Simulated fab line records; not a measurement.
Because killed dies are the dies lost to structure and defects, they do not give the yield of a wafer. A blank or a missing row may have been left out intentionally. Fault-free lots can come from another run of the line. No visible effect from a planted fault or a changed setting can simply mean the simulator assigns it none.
fab line records -- flow sky130
record lots=11, wafers=33, last_day=50
route steps=708 shown VIA2@523 METAL5@665 PAD_OPEN@702
lots with no fault: from the same line, run without faults
start_h: hours from the record's opening day to when the first of the lot's shown wafers began -- wait_h: how many hours have passed since the lot's step before this one -- " the same as in the row above -- L1.1+2: several wafers, shown together as one row -- - either no value or no given start -- * or withheld: withheld -- < > ~ a bound
route shown NAME@n: NAME is a module with steps in the file, n the number in the route of the first one -- usual: the fault-free wafers' mean and standard deviation -- same: alike in all rows -- chamber/n: place in a boat -- sites: the reading at each site -- _std_site: standard deviation across them -- _edge_site: mean of outer sites minus mean of inner sites -- radius_mm: how far each site lies from the wafer's centre -- mask NAME#n: copy n -- behind: tool/chamber where the wafer was last shaped -- hold: what put the lot on hold/how long, in hours/how the hold closed -- device: which transistor (n, p or np) failed to switch -- end of line: tests of these same wafers at the route's end -- a step with no rows: only its recipe -- killed: dies lost to structure and defects at the first sort, not the wafer's yield -- map: dies across one wafer; x = killed, . = not, _ = none there
set.NAME: the setting the step ran with; set.NAME@STEP: the setting that earlier step ran with -- model.NAME: the simulator's own value behind a step, which no gauge read
route steps across a sampled set of lots; one table per step, one row per wafer
services: from which hour (start_h, from the record's first day; less than 0 if before it) a tool's chamber was out of use, for how many hours, and why
## steps
# step SKY_VIA2_STRIP_16
# recipe chemistry=O2/N2, power_w=1400, pressure_mtorr=1500, platen_temp_c=withheld, o2_flow_sccm=3000, n2_flow_sccm=300, overash_fraction=0.5
# usual chamber_pressure_mTorr=1499.9/1.4, drypump_motor_current_A=5.6/0.33, oes_product_au=0.399/0.005, strip_time_to_endpoint_s=4.064/0.023
lot.wafer,tool,chamber,start_h,wait_h,chamber_pressure_mTorr,drypump_motor_current_A,oes_product_au,rf_hours_counter_h,strip_time_to_endpoint_s
L282.3,plasma_asher-03,0,834.05,0.1,1499.2,6.0,0.401,-,4.092
L282.5,plasma_asher-03,1,834.05,0.1,1500.5,5.9,0.396,-,4.036
L282.6,plasma_asher-03,0,834.05,0.1,1499.5,6.0,0.405,-,4.042
L284.3,plasma_asher-03,1,852.08,0.1,1498.0,5.9,0.400,-,4.074
L284.4,plasma_asher-03,0,852.08,0.1,1500.3,6.0,0.406,-,4.049
L284.6,plasma_asher-03,0,852.08,0.1,1501.8,6.0,0.405,-,4.037
L285.1,plasma_asher-03,1,862.32,0.0,1498.4,5.9,0.396,100,4.060
L285.2,plasma_asher-03,0,862.32,0.0,1499.9,6.0,0.400,100,4.084
L285.4,plasma_asher-03,0,862.32,0.0,1501.8,6.0,0.397,-,4.103
L286.4,plasma_asher-04,0,893.90,0.1,1500.0,5.0,0.394,-,4.068
L286.5,plasma_asher-04,1,893.90,0.1,1499.4,5.6,0.396,-,4.060
L286.6,plasma_asher-04,0,893.90,0.1,1501.2,5.0,0.399,-,4.065
L289.1,plasma_asher-03,1,899.27,0.0,1499.4,5.9,0.398,104,4.080
L289.2,plasma_asher-03,0,899.27,0.0,1498.9,6.0,0.398,104,4.028
L289.6,plasma_asher-03,1,899.27,0.0,1500.1,5.9,0.392,-,4.064
L290.1,plasma_asher-03,1,901.53,0.0,1500.3,5.9,0.400,104,4.082
L290.2,plasma_asher-03,0,901.53,0.0,1500.7,6.0,0.402,104,4.072
L290.4,plasma_asher-03,1,901.53,0.0,1500.5,5.9,0.392,-,4.069
L295.1,plasma_asher-01,1,943.55,0.0,1502.3,5.4,0.389,78,3.990
L295.5,plasma_asher-01,0,943.55,0.0,1498.9,5.7,0.397,-,4.038
L295.6,plasma_asher-01,1,943.55,0.0,1499.3,5.4,0.397,-,4.038
L300.2,plasma_asher-01,0,972.00,0.0,1501.2,5.7,0.403,81,4.085
L300.3,plasma_asher-01,0,972.00,0.0,1499.3,5.7,0.401,-,4.042
L300.6,plasma_asher-01,1,972.00,0.0,1500.5,5.4,0.401,-,4.065
L302.2,plasma_asher-04,0,989.98,0.0,1500.2,5.0,0.397,58,4.074
L302.3,plasma_asher-04,0,989.98,0.0,1497.6,5.0,0.396,-,4.109
L302.5,plasma_asher-04,1,989.98,0.0,1497.2,5.6,0.395,-,4.069
L303.1,plasma_asher-01,1,997.97,0.0,1500.9,5.4,0.401,83,4.040
L303.2,plasma_asher-01,0,997.97,0.0,1497.5,5.7,0.393,83,4.033
L303.6,plasma_asher-01,0,997.97,0.0,1502.2,5.7,0.402,-,4.041
L305.2,plasma_asher-03,0,1004.95,0.0,1500.1,6.0,0.400,115,4.059
L305.3,plasma_asher-03,1,1004.95,0.0,1501.6,5.9,0.399,-,4.038
L305.4,plasma_asher-03,0,1004.95,0.0,1498.1,6.0,0.394,-,4.085
# step SKY_METAL5_SPUTTER_04
# recipe material=TiN, target_thk_nm=70, power_w=6500, time_s=58.3, chamber_pressure_pa=0.4
# usual cathode_dc_power_W=6500.0/1.2, throttle_valve_pct=30.2/0.82
# same time_s=58.3
lot.wafer,tool,chamber,start_h,wait_h,cathode_dc_power_W,throttle_valve_pct
L282.3,pvd_sputter-01,-,994.46,0.0,6500.9,30.3
L282.5,pvd_sputter-01,-,994.46,0.0,6499.6,28.8
L282.6,pvd_sputter-01,-,994.46,0.0,6498.2,30.6
L284.3,pvd_sputter-03,-,1009.23,0.0,6501.5,30.0
L284.4,pvd_sputter-03,-,1009.23,0.0,6499.4,31.4
L284.6,pvd_sputter-03,-,1009.23,0.0,6499.1,30.2
L285.1,pvd_sputter-03,-,1019.07,0.0,6498.3,31.5
L285.2,pvd_sputter-03,-,1019.07,0.0,6501.7,31.1
L285.4,pvd_sputter-03,-,1019.07,0.0,6500.9,29.9
L286.4,pvd_sputter-03,-,1043.56,0.0,6499.3,29.9
L286.5,pvd_sputter-03,-,1043.56,0.0,6497.5,29.6
L286.6,pvd_sputter-03,-,1043.56,0.0,6500.8,31.2
L289.1,pvd_sputter-03,-,1049.56,0.0,6500.0,30.1
L289.2,pvd_sputter-03,-,1049.56,0.0,6498.7,31.3
L289.6,pvd_sputter-03,-,1049.56,0.0,6501.2,29.6
L290.1,pvd_sputter-02,-,1052.91,0.0,6500.2,29.3
L290.2,pvd_sputter-02,-,1052.91,0.0,6499.7,29.6
L290.4,pvd_sputter-02,-,1052.91,0.0,6501.5,31.1
L295.1,pvd_sputter-03,-,1085.72,0.0,6500.9,29.6
L295.5,pvd_sputter-03,-,1085.72,0.0,6501.4,29.8
L295.6,pvd_sputter-03,-,1085.72,0.0,6499.3,30.1
L300.2,pvd_sputter-03,-,1111.43,0.0,6497.9,31.8
L300.3,pvd_sputter-03,-,1111.43,0.0,6499.9,30.0
L300.6,pvd_sputter-03,-,1111.43,0.0,6500.1,29.7
L302.2,pvd_sputter-03,-,1124.34,0.0,6498.6,31.6
L302.3,pvd_sputter-03,-,1124.34,0.0,6501.1,29.6
L302.5,pvd_sputter-03,-,1124.34,0.0,6499.7,29.7
L303.1,pvd_sputter-03,-,1132.37,0.0,6500.5,29.8
L303.2,pvd_sputter-03,-,1132.37,0.0,6501.5,31.4
L303.6,pvd_sputter-03,-,1132.37,0.0,6501.2,31.3
L305.2,pvd_sputter-03,-,1140.17,0.0,6501.8,29.9
L305.3,pvd_sputter-03,-,1140.17,0.0,6500.4,31.1
L305.4,pvd_sputter-03,-,1140.17,0.0,6500.7,31.3
# step SKY_PAD_OPEN_STRIP_08
# recipe chemistry=O2/N2, power_w=1400, pressure_mtorr=1500, platen_temp_c=withheld, overash_fraction=0.7, o2_flow_sccm=3000, n2_flow_sccm=300
# usual chamber_pressure_mTorr=1499.9/1.3, drypump_motor_current_A=5.6/0.5, oes_product_au=0.664/0.0047, strip_time_to_endpoint_s=37.04/0.093
lot.wafer,tool,chamber,start_h,wait_h,chamber_pressure_mTorr,drypump_motor_current_A,oes_product_au,rf_hours_counter_h,strip_time_to_endpoint_s
L282.3,plasma_asher-02,0,1060.16,0.1,1499.8,5.2,0.667,-,37.11
L282.5,plasma_asher-02,1,1060.16,0.1,1498.7,6.5,0.675,-,37.19
L282.6,plasma_asher-02,0,1060.16,0.1,1503.3,5.2,0.665,-,37.03
L284.3,plasma_asher-02,1,1075.71,0.1,1502.3,6.5,0.665,-,37.00
L284.4,plasma_asher-02,0,1075.71,0.1,1501.5,5.2,0.670,-,36.93
L284.6,plasma_asher-02,0,1075.71,0.1,1497.1,5.2,0.668,-,37.03
L285.1,plasma_asher-04,0,1081.77,0.1,1499.3,5.0,0.662,67,36.93
L285.2,plasma_asher-04,1,1081.77,0.1,1500.9,5.7,0.658,67,36.85
L285.4,plasma_asher-04,0,1081.77,0.1,1502.1,5.0,0.668,-,36.83
L286.4,plasma_asher-01,1,1104.27,0.1,1499.4,5.4,0.664,-,37.01
L286.5,plasma_asher-01,0,1104.27,0.1,1499.6,5.7,0.675,-,37.17
L286.6,plasma_asher-01,1,1104.27,0.1,1499.6,5.4,0.663,-,37.03
L289.1,plasma_asher-02,1,1110.72,0.1,1498.8,6.5,0.660,36,37.06
L289.2,plasma_asher-02,0,1110.72,0.1,1500.7,5.3,0.668,36,37.09
L289.6,plasma_asher-02,0,1110.72,0.1,1500.6,5.3,0.662,-,37.09
L290.1,plasma_asher-04,1,1114.48,0.1,1501.1,5.6,0.666,70,37.16
L290.2,plasma_asher-04,0,1114.48,0.1,1500.4,5.0,0.664,70,37.16
L290.4,plasma_asher-04,0,1114.48,0.1,1500.2,5.0,0.661,-,37.14
L295.1,plasma_asher-01,0,1145.38,0.1,1501.4,5.7,0.660,98,37.16
L295.5,plasma_asher-01,0,1145.38,0.1,1500.1,5.7,0.670,-,37.15
L295.6,plasma_asher-01,1,1145.38,0.1,1501.5,5.4,0.663,-,37.25
L300.2,plasma_asher-02,1,1167.14,0.1,1499.4,6.5,0.669,41,37.10
L300.3,plasma_asher-02,0,1167.14,0.1,1499.5,5.2,0.661,-,37.03
L300.6,plasma_asher-02,0,1167.14,0.1,1500.1,5.3,0.664,-,37.08
L302.2,plasma_asher-02,0,1178.69,0.1,1499.9,5.2,0.664,42,37.04
L302.3,plasma_asher-02,0,1178.69,0.1,1498.4,5.2,0.667,-,37.04
L302.5,plasma_asher-02,0,1178.69,0.1,1501.0,5.3,0.668,-,37.17
L303.1,plasma_asher-04,1,1185.08,0.1,1498.2,5.7,0.670,77,37.17
L303.2,plasma_asher-04,0,1185.08,0.1,1498.3,5.0,0.662,77,36.99
L303.6,plasma_asher-04,1,1185.08,0.1,1501.8,5.7,0.663,-,36.89
L305.2,plasma_asher-01,1,1189.54,0.1,1499.1,5.4,0.669,102,36.99
L305.3,plasma_asher-01,0,1189.54,0.1,1499.3,5.7,0.664,-,37.01
L305.4,plasma_asher-01,1,1189.54,0.1,1499.2,5.4,0.657,-,36.92
# step SKY_PAD_OPEN_BOW_MEAS_13
# recipe mode=bow
# usual PAD_OPEN_BOW=49/9.8
lot.wafer,tool,chamber,start_h,wait_h,PAD_OPEN_BOW[um]
L282.3,film_metro-03,-,1062.31,-,40
L282.5,film_metro-03,-,1062.31,-,44
L282.6,film_metro-03,-,1062.31,-,52
L284.3,film_metro-04,-,1077.97,-,61
L284.4,film_metro-04,-,1077.97,-,34
L284.6,film_metro-04,-,1077.97,-,56
L285.1,film_metro-03,-,1083.90,-,43
L285.2,film_metro-03,-,1083.90,-,29
L285.4,film_metro-03,-,1083.90,-,32
L286.4,film_metro-03,-,1106.40,-,57
L286.5,film_metro-03,-,1106.40,-,34
L286.6,film_metro-03,-,1106.40,-,41
L289.1,film_metro-02,-,1112.81,-,43
L289.2,film_metro-02,-,1112.81,-,39
L289.6,film_metro-02,-,1112.81,-,38
L290.1,film_metro-02,-,1116.58,-,36
L290.2,film_metro-02,-,1116.58,-,26
L290.4,film_metro-02,-,1116.58,-,48
L295.1,film_metro-03,-,1147.53,-,58
L295.5,film_metro-03,-,1147.53,-,64
L295.6,film_metro-03,-,1147.53,-,56
L300.2,film_metro-04,-,1169.28,-,59
L300.3,film_metro-04,-,1169.28,-,58
L300.6,film_metro-04,-,1169.28,-,46
L302.2,film_metro-02,-,1180.83,-,43
L302.3,film_metro-02,-,1180.83,-,37
L302.5,film_metro-02,-,1180.83,-,37
L303.1,film_metro-03,-,1187.32,-,58
L303.2,film_metro-03,-,1187.32,-,46
L303.6,film_metro-03,-,1187.32,-,52
L305.2,film_metro-02,-,1191.65,-,45
L305.3,film_metro-02,-,1191.65,-,59
L305.4,film_metro-02,-,1191.65,-,55
# step SKY_PAD_OPEN_PROBE_99
# usual defect_limited_yield=82.5/1.9, killed_at_M0_to_M3=44/6.6, killed_at_M4_up=3.0/2, killed_at_contacts=24/5.1, killed_at_front_end=15/4.1, killed_at_other=0.4/0.62, killed_dies=86/9.3, killed_on_rim=17/3.7, killed_open=46/6.8, killed_short=40/5.8, sort_bin_3_pad_short=0.8/0.4, sort_bin_5_function=10.3/1.4, sort_bin_6_memory=6.4/1, sort_n_pass=406/9.3, sort_yield_pct=82.5/1.9
# same gross_dies=492, killed_at_back_side=0, sort_bin_4_leakage[%]=0, sort_bin_8_speed[%]=0
lot.wafer,tool,chamber,start_h,wait_h,defect_limited_yield[%],killed_at_M0_to_M3,killed_at_M4_up,killed_at_contacts,killed_at_front_end,killed_at_other,killed_dies,killed_on_rim,killed_open,killed_short,sort_bin_3_pad_short[%],sort_bin_5_function[%],sort_bin_6_memory[%],sort_n_pass,sort_yield_pct[%]
L282.3,prober-02,-,1062.49,0.2,82.3,44,4,23,15,1,87,15,44,43,0.6,10.8,6.3,405,82.3
L282.5,prober-02,-,1062.59,0.2,81.5,47,7,22,15,0,91,13,45,46,1.2,10.8,6.5,401,81.5
L282.6,prober-02,-,1062.64,0.2,82.5,39,3,22,21,1,86,13,41,45,1.2,10.6,5.7,406,82.5
L284.3,prober-02,-,1078.15,0.2,82.1,49,3,22,14,0,88,16,47,41,0.8,9.8,7.3,404,82.1
L284.4,prober-02,-,1078.20,0.2,82.5,38,4,24,18,2,86,13,48,38,0.8,11.4,5.3,406,82.5
L284.6,prober-02,-,1078.30,0.2,81.3,44,7,24,17,0,92,23,48,44,0.4,12.4,5.9,400,81.3
L285.1,prober-01,-,1084.02,0.1,81.9,39,1,32,17,0,89,21,55,34,1.6,10.0,6.5,403,81.9
L285.2,prober-01,-,1084.07,0.1,85.0,40,2,18,13,1,74,19,43,30,0.6,8.1,6.3,418,85.0
L285.4,prober-01,-,1084.17,0.2,81.5,42,1,28,19,1,91,14,50,40,0.8,10.4,7.3,401,81.5
L286.4,prober-02,-,1106.61,0.2,81.1,49,0,27,17,0,93,21,57,36,1.0,11.4,6.5,399,81.1
L286.5,prober-02,-,1106.66,0.2,80.3,47,3,32,15,0,97,21,53,42,1.2,13.0,5.5,395,80.3
L286.6,prober-02,-,1106.71,0.2,80.9,46,5,28,15,0,94,16,47,45,1.0,12.0,6.1,398,80.9
L289.1,prober-01,-,1112.93,0.1,82.3,40,3,26,17,1,87,19,42,45,0,10.4,7.3,405,82.3
L289.2,prober-01,-,1112.98,0.1,82.9,49,2,16,17,0,84,15,44,40,0.4,10.8,5.9,408,82.9
L289.6,prober-01,-,1113.18,0.2,83.1,36,2,23,22,0,83,15,47,36,0.6,11.0,5.3,409,83.1
L290.1,prober-01,-,1116.70,0.1,82.5,38,1,32,15,0,86,13,42,44,0.6,9.3,7.5,406,82.5
L290.2,prober-01,-,1116.75,0.1,73.8,79,2,28,20,0,129,30,57,36,2.6,17.7,5.9,363,73.8
L290.4,prober-01,-,1116.85,0.2,83.5,43,2,21,15,0,81,16,43,38,1.0,10.6,4.9,411,83.5
L295.1,prober-02,-,1147.65,0.1,84.6,42,2,24,8,0,76,13,43,33,1.2,7.1,7.1,416,84.6
L295.5,prober-02,-,1147.85,0.2,85.4,34,3,23,12,0,72,10,39,31,0.8,8.1,5.7,420,85.4
L295.6,prober-02,-,1147.90,0.2,82.9,41,4,24,15,0,84,17,38,45,0.6,9.8,6.7,408,82.9
L300.2,prober-01,-,1169.43,0.1,81.3,45,2,22,23,0,92,12,43,49,1.6,10.2,6.9,400,81.3
L300.3,prober-01,-,1169.48,0.2,83.1,41,1,26,14,1,83,21,51,32,0.6,9.8,6.5,409,83.1
L300.6,prober-01,-,1169.63,0.2,85.0,43,4,21,6,0,74,14,41,33,0.8,8.7,5.5,418,85.0
L302.2,prober-01,-,1180.98,0.1,85.2,39,4,17,12,1,73,14,41,31,0.4,8.9,5.5,419,85.2
L302.3,prober-01,-,1181.03,0.2,82.9,41,4,28,11,0,84,16,50,33,0.8,8.9,7.3,408,82.9
L302.5,prober-01,-,1181.13,0.2,81.3,52,1,22,16,1,92,16,49,43,1.0,11.0,6.7,400,81.3
L303.1,prober-01,-,1187.44,0.1,85.4,36,3,21,11,1,72,17,38,34,0.4,10.0,4.3,420,85.4
L303.2,prober-01,-,1187.49,0.1,83.1,43,1,22,16,1,83,22,48,35,1.0,9.3,6.5,409,83.1
L303.6,prober-01,-,1187.69,0.2,83.7,42,3,20,15,0,80,18,43,37,0.6,8.7,6.9,412,83.7
L305.2,prober-01,-,1191.80,0.1,85.0,32,3,25,13,1,74,16,36,38,0.6,10.0,4.5,418,85.0
L305.3,prober-01,-,1191.85,0.2,83.5,47,0,26,8,0,81,13,46,35,0.8,9.8,5.9,411,83.5
L305.4,prober-01,-,1191.90,0.2,82.5,37,5,23,21,0,86,15,51,34,0.4,8.9,8.1,406,82.5
# killed by level:class
L282.3 VIA1:geometric_particle:open=10 VIA2:geometric_particle:open=10 CONTACT:geometric_particle:open=8 FIELD_ISO:geometric_particle:short=7 METAL1:geometric_particle:short=7 LI_CONTACT:geometric_particle:open=5 METAL2:geometric_particle:short=5 CONTACT:geometric_particle:short=4
L282.5 VIA1:geometric_particle:open=15 CONTACT:geometric_particle:open=8 LI_CONTACT:geometric_particle:open=6 VIA1:geometric_particle:short=6 METAL2:geometric_particle:short=6 POLY_GATE:geometric_particle:open=5 METAL1:geometric_particle:short=5 VIA3:geometric_particle:short=5
L282.6 CONTACT:geometric_particle:open=9 VIA2:geometric_particle:open=9 POLY_GATE:geometric_particle:short=6 VIA1:geometric_particle:short=6 VIA1:geometric_particle:open=5 METAL2:geometric_particle:short=5 FIELD_ISO:geometric_particle:open=4 LI_CONTACT:geometric_particle:short=4
L284.3 VIA1:geometric_particle:open=11 CONTACT:geometric_particle:open=11 POLY_GATE:geometric_particle:short=7 VIA3:geometric_particle:open=7 VIA2:geometric_particle:open=7 METAL1:geometric_particle:short=6 LI_CONTACT:geometric_particle:open=4 VIA1:geometric_particle:short=4
L284.4 VIA1:geometric_particle:open=11 CONTACT:geometric_particle:open=10 METAL2:geometric_particle:short=6 POLY_GATE:geometric_particle:open=5 POLY_GATE:geometric_particle:short=5 LI_CONTACT:geometric_particle:open=5 VIA2:geometric_particle:open=5 VIA3:geometric_particle:open=5
L284.6 CONTACT:geometric_particle:open=9 VIA1:geometric_particle:open=8 METAL2:geometric_particle:short=8 METAL4:geometric_particle:short=7 POLY_GATE:geometric_particle:open=6 CONTACT:geometric_particle:short=6 METAL1:geometric_particle:short=6 VIA3:geometric_particle:open=6
L285.1 VIA1:geometric_particle:open=16 CONTACT:geometric_particle:open=10 FIELD_ISO:geometric_particle:open=8 LI_CONTACT:geometric_particle:open=8 LOCAL_INTERCONNECT:geometric_particle:short=7 VIA1:geometric_particle:short=6 VIA2:geometric_particle:open=4 VIA3:geometric_particle:open=4
L285.2 VIA1:geometric_particle:open=11 CONTACT:geometric_particle:open=8 VIA2:geometric_particle:open=7 VIA3:geometric_particle:open=7 FIELD_ISO:geometric_particle:short=4 POLY_GATE:geometric_particle:short=4 VIA2:geometric_particle:short=4 METAL3:geometric_particle:short=4
L285.4 VIA1:geometric_particle:open=9 CONTACT:geometric_particle:open=9 LI_CONTACT:geometric_particle:open=8 VIA1:geometric_particle:short=8 FIELD_ISO:geometric_particle:open=6 POLY_GATE:geometric_particle:open=6 LOCAL_INTERCONNECT:geometric_particle:short=5 CONTACT:geometric_particle:short=5
L286.4 VIA3:geometric_particle:open=14 VIA1:geometric_particle:open=10 LI_CONTACT:geometric_particle:open=8 CONTACT:geometric_particle:open=7 LOCAL_INTERCONNECT:geometric_particle:short=6 FIELD_ISO:geometric_particle:short=5 POLY_GATE:geometric_particle:open=5 VIA2:geometric_particle:open=5
L286.5 VIA1:geometric_particle:open=14 CONTACT:geometric_particle:open=9 LI_CONTACT:geometric_particle:short=6 VIA2:geometric_particle:open=6 POLY_GATE:geometric_particle:short=5 VIA3:geometric_particle:open=5 LI_CONTACT:geometric_particle:open=5 LOCAL_INTERCONNECT:geometric_particle:short=5
L286.6 VIA1:geometric_particle:short=9 LI_CONTACT:geometric_particle:open=9 VIA1:geometric_particle:open=9 METAL1:geometric_particle:short=7 CONTACT:geometric_particle:open=7 VIA2:geometric_particle:open=7 POLY_GATE:geometric_particle:short=5 VIA3:geometric_particle:open=5
L289.1 VIA1:geometric_particle:open=10 CONTACT:geometric_particle:short=8 LI_CONTACT:geometric_particle:open=7 VIA3:geometric_particle:open=7 CONTACT:geometric_particle:open=6 POLY_GATE:geometric_particle:short=5 METAL3:geometric_particle:short=5 METAL1:geometric_particle:short=4
L289.2 VIA1:geometric_particle:open=13 METAL2:geometric_particle:short=7 VIA2:geometric_particle:open=6 METAL1:geometric_particle:short=5 POLY_GATE:geometric_particle:open=4 LI_CONTACT:geometric_particle:open=4 CONTACT:geometric_particle:open=4 VIA1:geometric_particle:short=4
L289.6 CONTACT:geometric_particle:open=11 VIA1:geometric_particle:open=8 FIELD_ISO:geometric_particle:short=6 VIA1:geometric_particle:short=6 VIA2:geometric_particle:open=6 POLY_GATE:geometric_particle:open=5 LOCAL_INTERCONNECT:geometric_particle:short=5 VIA3:geometric_particle:open=5
L290.1 CONTACT:geometric_particle:open=11 METAL1:geometric_particle:short=8 LI_CONTACT:geometric_particle:open=7 VIA3:geometric_particle:open=7 POLY_GATE:geometric_particle:short=6 VIA1:geometric_particle:open=6 FIELD_ISO:geometric_particle:short=5 CONTACT:geometric_particle:short=5
L290.2 VIA2:unspecified=36 VIA1:geometric_particle:open=14 LI_CONTACT:geometric_particle:open=8 CONTACT:geometric_particle:open=8 METAL1:geometric_particle:short=8 FIELD_ISO:geometric_particle:open=7 LI_CONTACT:geometric_particle:short=6 VIA3:geometric_particle:open=5
L290.4 VIA1:geometric_particle:open=12 CONTACT:geometric_particle:open=10 VIA1:geometric_particle:short=7 VIA3:geometric_particle:open=6 POLY_GATE:geometric_particle:short=5 METAL1:geometric_particle:short=5 FIELD_ISO:geometric_particle:open=4 METAL2:geometric_particle:short=4
L295.1 VIA3:geometric_particle:open=10 VIA1:geometric_particle:open=8 VIA2:geometric_particle:open=7 LI_CONTACT:geometric_particle:open=6 CONTACT:geometric_particle:open=6 FIELD_ISO:geometric_particle:short=5 CONTACT:geometric_particle:short=4 LI_CONTACT:geometric_particle:short=3
L295.5 CONTACT:geometric_particle:open=9 METAL1:geometric_particle:short=6 VIA2:geometric_particle:open=6 VIA3:geometric_particle:open=6 FIELD_ISO:geometric_particle:short=5 LI_CONTACT:geometric_particle:open=5 METAL3:geometric_particle:short=5 VIA1:geometric_particle:open=4
L295.6 VIA1:geometric_particle:open=9 CONTACT:geometric_particle:open=9 METAL1:geometric_particle:short=8 VIA2:geometric_particle:open=8 FIELD_ISO:geometric_particle:short=7 CONTACT:geometric_particle:short=6 METAL2:geometric_particle:short=5 LI_CONTACT:geometric_particle:open=4
L300.2 CONTACT:geometric_particle:open=10 METAL1:geometric_particle:short=7 POLY_GATE:geometric_particle:open=6 VIA1:geometric_particle:open=6 VIA1:geometric_particle:short=6 VIA3:geometric_particle:open=6 FIELD_ISO:geometric_particle:short=5 LOCAL_INTERCONNECT:geometric_particle:short=5
L300.3 CONTACT:geometric_particle:open=11 VIA2:geometric_particle:open=9 CONTACT:geometric_particle:short=6 METAL1:geometric_particle:short=6 VIA3:geometric_particle:open=6 VIA1:geometric_particle:open=6 POLY_GATE:geometric_particle:open=5 FIELD_ISO:geometric_particle:open=4
L300.6 LI_CONTACT:geometric_particle:open=9 CONTACT:geometric_particle:open=7 METAL1:geometric_particle:short=7 VIA1:geometric_particle:open=7 VIA2:geometric_particle:open=7 METAL2:geometric_particle:short=5 METAL4:geometric_particle:short=4 VIA3:geometric_particle:open=4
L302.2 VIA2:geometric_particle:open=12 CONTACT:geometric_particle:open=10 METAL1:geometric_particle:short=6 VIA1:geometric_particle:open=5 VIA3:geometric_particle:open=5 LI_CONTACT:geometric_particle:open=4 POLY_GATE:geometric_particle:short=4 VIA1:geometric_particle:short=4
L302.3 CONTACT:geometric_particle:open=13 VIA2:geometric_particle:open=11 METAL1:geometric_particle:short=7 CONTACT:geometric_particle:short=5 VIA1:geometric_particle:open=5 VIA3:geometric_particle:open=5 LI_CONTACT:geometric_particle:open=4 VIA1:geometric_particle:short=4
L302.5 CONTACT:geometric_particle:open=11 VIA3:geometric_particle:open=9 VIA1:geometric_particle:open=8 METAL1:geometric_particle:short=7 METAL2:geometric_particle:short=7 VIA2:geometric_particle:open=6 FIELD_ISO:geometric_particle:open=4 LOCAL_INTERCONNECT:geometric_particle:short=4
L303.1 VIA1:geometric_particle:open=10 VIA3:geometric_particle:open=8 METAL2:geometric_particle:short=6 LI_CONTACT:geometric_particle:short=5 LI_CONTACT:geometric_particle:open=5 LOCAL_INTERCONNECT:geometric_particle:short=4 CONTACT:geometric_particle:short=4 VIA2:geometric_particle:open=4
L303.2 VIA2:geometric_particle:open=10 POLY_GATE:geometric_particle:open=8 VIA1:geometric_particle:open=8 VIA3:geometric_particle:open=6 LOCAL_INTERCONNECT:geometric_particle:short=6 CONTACT:geometric_particle:open=6 METAL2:geometric_particle:short=6 LI_CONTACT:geometric_particle:open=5
L303.6 VIA1:geometric_particle:open=13 CONTACT:geometric_particle:open=9 METAL1:geometric_particle:short=6 VIA1:geometric_particle:short=6 POLY_GATE:geometric_particle:open=5 VIA2:geometric_particle:open=5 LI_CONTACT:geometric_particle:open=4 LOCAL_INTERCONNECT:geometric_particle:short=4
L305.2 CONTACT:geometric_particle:short=10 VIA1:geometric_particle:open=8 VIA2:geometric_particle:open=7 CONTACT:geometric_particle:open=6 VIA3:geometric_particle:open=6 POLY_GATE:geometric_particle:short=4 LI_CONTACT:geometric_particle:short=4 FIELD_ISO:geometric_particle:short=3
L305.3 VIA1:geometric_particle:open=11 CONTACT:geometric_particle:open=10 LI_CONTACT:geometric_particle:open=7 VIA2:geometric_particle:open=7 METAL2:geometric_particle:short=6 VIA3:geometric_particle:short=6 CONTACT:geometric_particle:short=5 METAL1:geometric_particle:short=4
L305.4 CONTACT:geometric_particle:open=9 VIA3:geometric_particle:open=8 POLY_GATE:geometric_particle:short=7 POLY_GATE:geometric_particle:open=7 VIA1:geometric_particle:open=7 VIA2:geometric_particle:open=7 LI_CONTACT:geometric_particle:open=5 LOCAL_INTERCONNECT:geometric_particle:short=4
## services
tool,chamber,start_h,hours,kind
plasma_asher-01,-,832.91,2.8,pm
plasma_asher-02,-,833.90,2.6,repair
pvd_sputter-03,3,895.65,-,consumable_replace:kit
pvd_sputter-03,3,895.65,18.0,scheduled_down
pvd_sputter-03,3,895.65,18.0,vent_cycle
plasma_asher-03,-,903.62,2.8,pm
pvd_sputter-01,-,915.19,2.7,repair
plasma_asher-04,-,917.96,3.3,repair
pvd_sputter-01,-,923.58,3.6,repair
pvd_sputter-03,2,991.43,-,consumable_replace:kit
pvd_sputter-03,2,991.43,18.0,scheduled_down
pvd_sputter-03,2,991.43,18.0,vent_cycle
plasma_asher-04,-,1002.30,2.8,pm
plasma_asher-03,-,1055.34,9.0,pm
plasma_asher-03,0,1055.34,9.0,vent_cycle
pvd_sputter-03,-,1096.70,3.5,repair
pvd_sputter-03,1,1106.53,-,consumable_replace:kit
pvd_sputter-03,1,1106.53,18.0,scheduled_down
pvd_sputter-03,1,1106.53,18.0,vent_cycle
pvd_sputter-02,-,1123.39,6.7,repair
pvd_sputter-03,-,1126.98,3.9,repair
pvd_sputter-03,-,1145.30,4.9,repair
plasma_asher-01,-,1176.98,1.0,repair
pvd_sputter-02,-,1180.89,1.3,repair
## key
first_sign step=SKY_PAD_OPEN_PROBE_99, reading=killed_at_M0_to_M3, direction=up, sigmas=5.3, usual=44, struck=79
effect step=SKY_PAD_OPEN_PROBE_99, reading=sort_bin_5_function, direction=up, sigmas=5.2, usual=10.3, struck=17.7
met_at SKY_VIA2_STRIP_16
struck_lots L290
struck_wafers L290.2
not_acting_at SKY_METAL5_SPUTTER_04,SKY_PAD_OPEN_STRIP_08,SKY_PAD_OPEN_BOW_MEAS_13
onset_between 899.27 901.53
fault kind=chamber_particle_source, tool=plasma_asher-03, chamber=0, onset_h=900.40, steps=SKY_VIA2_STRIP_16, rate_per_visit_cm2=1.0906, end_h=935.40
